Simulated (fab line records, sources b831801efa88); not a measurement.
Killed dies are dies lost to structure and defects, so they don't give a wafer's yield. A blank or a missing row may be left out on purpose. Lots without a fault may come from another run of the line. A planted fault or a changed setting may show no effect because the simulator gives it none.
Which tool did it? | flow gf180mcu | 24 lots, 72 wafers sampled, at 3 steps of a route of 602

WHAT THE GAUGES READ, wafer by wafer
GF_M3_RS_MEAS_05: measures by four-point-probe. Usual: M3_ALCU_RS 0.0695 ohm/sq, standard deviation 0.00068.
lot  | measured     | on            | M3_ALCU_RS (ohm/sq)  | flag
L074 | day 20 06:57 | film_metro-01 | 0.0698 0.0689 0.0689 |
L075 | day 20 12:13 | film_metro-01 | 0.0705 0.0700 0.0693 |
L076 | day 21 00:18 | film_metro-02 | 0.0698 0.0698 0.0705 |
L077 | day 21 16:07 | film_metro-02 | 0.0696 0.0697 0.0702 |
L078 | day 21 21:23 | film_metro-01 | 0.0691 0.0695 0.0697 |
L079 | day 22 05:00 | film_metro-01 | 0.0707 0.0702 0.0691 |
L080 | day 22 18:43 | film_metro-03 | 0.0676 0.0685 0.0691 |
L081 | day 22 20:57 | film_metro-03 | 0.0692 0.0701 0.0694 |
L082 | day 23 12:55 | film_metro-03 | 0.0689 0.0702 0.0687 |
L083 | day 23 19:35 | film_metro-01 | 0.0701 0.0693 0.0687 |
L084 | day 24 01:06 | film_metro-01 | 0.0693 0.0693 0.0698 |
L085 | day 24 11:15 | film_metro-03 | 0.0701 0.0710 0.0698 |
L086 | day 24 21:03 | film_metro-02 | 0.0697 0.0693 0.0699 |
L087 | day 25 00:07 | film_metro-03 | 0.0703 0.0712 0.0719 |
L088 | day 25 05:14 | film_metro-02 | 0.0696 0.0701 0.0699 |
L089 | day 25 19:13 | film_metro-01 | 0.0716 0.0707 0.0694 |
L090 | day 26 01:35 | film_metro-03 | 0.0696 0.0694 0.0697 |
L091 | day 26 06:20 | film_metro-03 | 0.0685 0.0692 0.0687 |
L092 | day 26 10:55 | film_metro-02 | 0.0699 0.0692 0.0700 |
L093 | day 26 22:53 | film_metro-01 | 0.0686 0.0688 0.0690 |
L094 | day 27 09:50 | film_metro-01 | 0.0696 0.0694 0.0695 |
L095 | day 27 11:05 | film_metro-01 | 0.0690 0.0691 0.0686 |
L096 | day 27 20:33 | film_metro-01 | 0.0692 0.0702 0.0697 |
L097 | day 27 23:10 | film_metro-03 | 0.0698 0.0695 0.0703 |

WHICH TOOL RAN EACH LOT (tool, then ch and the chambers of the sampled wafers, then the start)
lot  | GF_SALICIDE_SPUTTER_03       | GF_M2_SPUTTER_01
L074 | pvd_sputter-04, day 15 03:02 | pvd_sputter-04, day 18 03:29
L075 | pvd_sputter-03, day 15 07:25 | pvd_sputter-04, day 18 08:39
L076 | pvd_sputter-03, day 15 17:34 | pvd_sputter-04, day 18 20:25
L077 | pvd_sputter-02, day 16 08:17 | pvd_sputter-03, day 19 12:16
L078 | pvd_sputter-03, day 16 12:40 | pvd_sputter-02, day 19 17:33
L079 | pvd_sputter-02, day 16 22:39 | pvd_sputter-04, day 20 02:44
L080 | pvd_sputter-03, day 17 10:09 | pvd_sputter-04, day 20 16:24
L081 | pvd_sputter-03, day 17 13:35 | pvd_sputter-02, day 20 19:17
L082 | pvd_sputter-02, day 18 04:06 | pvd_sputter-04, day 21 10:12
L083 | pvd_sputter-03, day 18 11:26 | pvd_sputter-04, day 21 17:19
L084 | pvd_sputter-03, day 18 18:25 | pvd_sputter-03, day 22 00:40
L085 | pvd_sputter-03, day 19 04:18 | pvd_sputter-03, day 22 09:38
L086 | pvd_sputter-02, day 19 16:12 | pvd_sputter-03, day 22 21:54
L087 | pvd_sputter-03, day 19 19:48 | pvd_sputter-04, day 23 01:03
L088 | pvd_sputter-03, day 20 01:08 | pvd_sputter-03, day 23 04:52
L089 | pvd_sputter-03, day 20 15:43 | pvd_sputter-04, day 23 20:29
L090 | pvd_sputter-03, day 21 00:19 | pvd_sputter-04, day 24 02:44
L091 | pvd_sputter-02, day 21 05:25 | pvd_sputter-02, day 24 08:34
L092 | pvd_sputter-03, day 21 12:14 | pvd_sputter-03, day 24 14:27
L093 | pvd_sputter-03, day 21 21:10 | pvd_sputter-03, day 24 22:40
L094 | pvd_sputter-04, day 22 13:23 | pvd_sputter-02, day 25 14:46
L095 | pvd_sputter-03, day 22 13:40 | pvd_sputter-03, day 25 15:00
L096 | pvd_sputter-04, day 22 21:58 | pvd_sputter-04, day 26 00:37
L097 | pvd_sputter-04, day 23 02:19 | pvd_sputter-03, day 26 01:46
- GF_SALICIDE_SPUTTER_03: material TiN, target thk 20 nm, time 16.7 s.
- GF_M2_SPUTTER_01: material TiN, target thk 30 nm, time 25 s.

WHAT THE TOOLS THEMSELVES READ (means of the sampled wafers that have a number; where no wafer has one, the mark that the record gives instead)
GF_SALICIDE_SPUTTER_03. Usual: throttle_valve_pct 30.1 %, standard deviation 1.2.
lot  | tool           | throttle_valve_pct (%) | flag
L074 | pvd_sputter-04 | 30.3                   |
L075 | pvd_sputter-03 | 30.2                   |
L076 | pvd_sputter-03 | 30.4                   |
L077 | pvd_sputter-02 | 30.7                   |
L078 | pvd_sputter-03 | 30.8                   |
L079 | pvd_sputter-02 | 30.1                   |
L080 | pvd_sputter-03 | 29.5                   |
L081 | pvd_sputter-03 | 31.5                   |
L082 | pvd_sputter-02 | 31.0                   |
L083 | pvd_sputter-03 | 29.5                   |
L084 | pvd_sputter-03 | 30.8                   |
L085 | pvd_sputter-03 | 30.7                   |
L086 | pvd_sputter-02 | 30.8                   |
L087 | pvd_sputter-03 | 29.5                   |
L088 | pvd_sputter-03 | 30.6                   |
L089 | pvd_sputter-03 | 29.8                   |
L090 | pvd_sputter-03 | 30.6                   |
L091 | pvd_sputter-02 | 30.3                   |
L092 | pvd_sputter-03 | 28.7                   |
L093 | pvd_sputter-03 | 29.4                   |
L094 | pvd_sputter-04 | 29.9                   |
L095 | pvd_sputter-03 | 29.8                   |
L096 | pvd_sputter-04 | 30.3                   |
L097 | pvd_sputter-04 | 29.8                   |

GF_M2_SPUTTER_01. Usual: throttle_valve_pct 30.1 %, standard deviation 1.
lot  | tool           | throttle_valve_pct (%) | flag
L074 | pvd_sputter-04 | 29.4                   |
L075 | pvd_sputter-04 | 30.2                   |
L076 | pvd_sputter-04 | 29.9                   |
L077 | pvd_sputter-03 | 30.7                   |
L078 | pvd_sputter-02 | 30.3                   |
L079 | pvd_sputter-04 | 30.0                   |
L080 | pvd_sputter-04 | 30.3                   |
L081 | pvd_sputter-02 | 30.8                   |
L082 | pvd_sputter-04 | 29.9                   |
L083 | pvd_sputter-04 | 30.1                   |
L084 | pvd_sputter-03 | 30.3                   |
L085 | pvd_sputter-03 | 28.5                   |
L086 | pvd_sputter-03 | 31.5                   |
L087 | pvd_sputter-04 | 30.2                   |
L088 | pvd_sputter-03 | 30.8                   |
L089 | pvd_sputter-04 | 29.8                   |
L090 | pvd_sputter-04 | 30.6                   |
L091 | pvd_sputter-02 | 30.2                   |
L092 | pvd_sputter-03 | 30.3                   |
L093 | pvd_sputter-03 | 31.3                   |
L094 | pvd_sputter-02 | 29.9                   |
L095 | pvd_sputter-03 | 29.4                   |
L096 | pvd_sputter-04 | 30.4                   |
L097 | pvd_sputter-03 | 28.7                   |

THE ANSWER, worked out from the rows above alone
Rule: a lot is off if the mean of its wafers that have a number lies more than 3 standard deviations from the usual mean. A lot without any number at a reading at which 4 lots or more have one is off too. The other lots that the step has rows for count as sound. The gauges are gone through in route order, then the tools' own readings, and for those a lot's mean is taken as printed above. The first step at which some lot is off is used, and at that step the reading that is off furthest; a lot without a number counts as furthest.
No lot is off at any reading shown: from this, nothing can be told.

WHAT THE SIMULATOR HAD PUT IN
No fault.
